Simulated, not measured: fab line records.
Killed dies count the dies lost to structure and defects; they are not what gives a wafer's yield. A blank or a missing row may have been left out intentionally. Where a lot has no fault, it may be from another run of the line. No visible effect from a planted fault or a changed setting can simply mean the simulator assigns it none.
A single fault, viewed from 2 desks -- flow gf180mcu -- each desk has only its own numbers; what lay behind them comes last

== DESK OF THE TOOL OWNER: pvdSputter-03 ==
The tool's own readings at GF_TOP_METAL_SPUTTER_04 (material TiN, target thk 25 nm, time 20.8 s): means of the sampled wafers that have a number, for each lot that ran on this tool. If a lot's mean is further than 4 standard deviations from the usual mean, the lot is out of limits and carries the mark OUT (the distance appears in the brackets).
Columns: A = chamberPressurePa at GF_TOP_METAL_SPUTTER_04, usual 0.4001 Pa; B = throttleValvePct at GF_TOP_METAL_SPUTTER_04, usual 29.9 %
lot,first seen here,A,B
L562,day 27 04:34,0.3996,30.2
L569,day 29 09:26,0.4008,29.8
L570,day 29 21:56,0.4006,30.3
Result from this desk: across the 3 lots, nothing is out of limits.

== THE METROLOGY DESK ==
Means of the sampled wafers that have a number, per lot and without regard to the tool the lot ran on: this is what the gauges read. If a lot's mean is further than 4 standard deviations from the usual mean, the lot is out of limits and carries the mark OUT (the distance appears in the brackets).
Columns: A = V5_W_RS at GF_V5_RS_MEAS_24, usual 0.327 ohm/sq; B = V5_W_THK at GF_V5_THK_MEAS_25, usual 354 nm; C = TOP_METAL_ALCU_RS at GF_TOP_METAL_RS_MEAS_05, usual 0.0328 ohm/sq; D = TOP_METAL_ALCU_THK at GF_TOP_METAL_THK_MEAS_06, usual 920 nm; E = cdNm at GF_TOP_METAL_CD_MEAS_14, usual 440.1 nm; F = TOP_METAL_OVL at GF_TOP_METAL_OVL_MEAS_15, usual 2.1 nm
lot,first seen here,A,B,C,D,E,F
L562,day 27 03:53,0.325,359,0.0328,915,438.6,2.3
L569,day 29 08:46,0.327,358,0.0326,929,436.1,5.0
L570,day 29 21:16,0.325,354,0.0330,917,441.8,3.8
L579,day 32 07:04,0.322,359,0.0326,926,437.3,-0.1
L581,day 32 15:41,0.329,353,0.0331,908,440.4,3.8
L585,day 33 10:47,0.329,352,0.0329,922,439.2,-1.8
Result from this desk: across the 6 lots, nothing is out of limits.

== ALL TOGETHER ==
The desk of the tool owner found nothing out of limits.
At the metrology desk, nothing out of limits was observed.

== WHAT THE SIMULATOR PUT IN ==
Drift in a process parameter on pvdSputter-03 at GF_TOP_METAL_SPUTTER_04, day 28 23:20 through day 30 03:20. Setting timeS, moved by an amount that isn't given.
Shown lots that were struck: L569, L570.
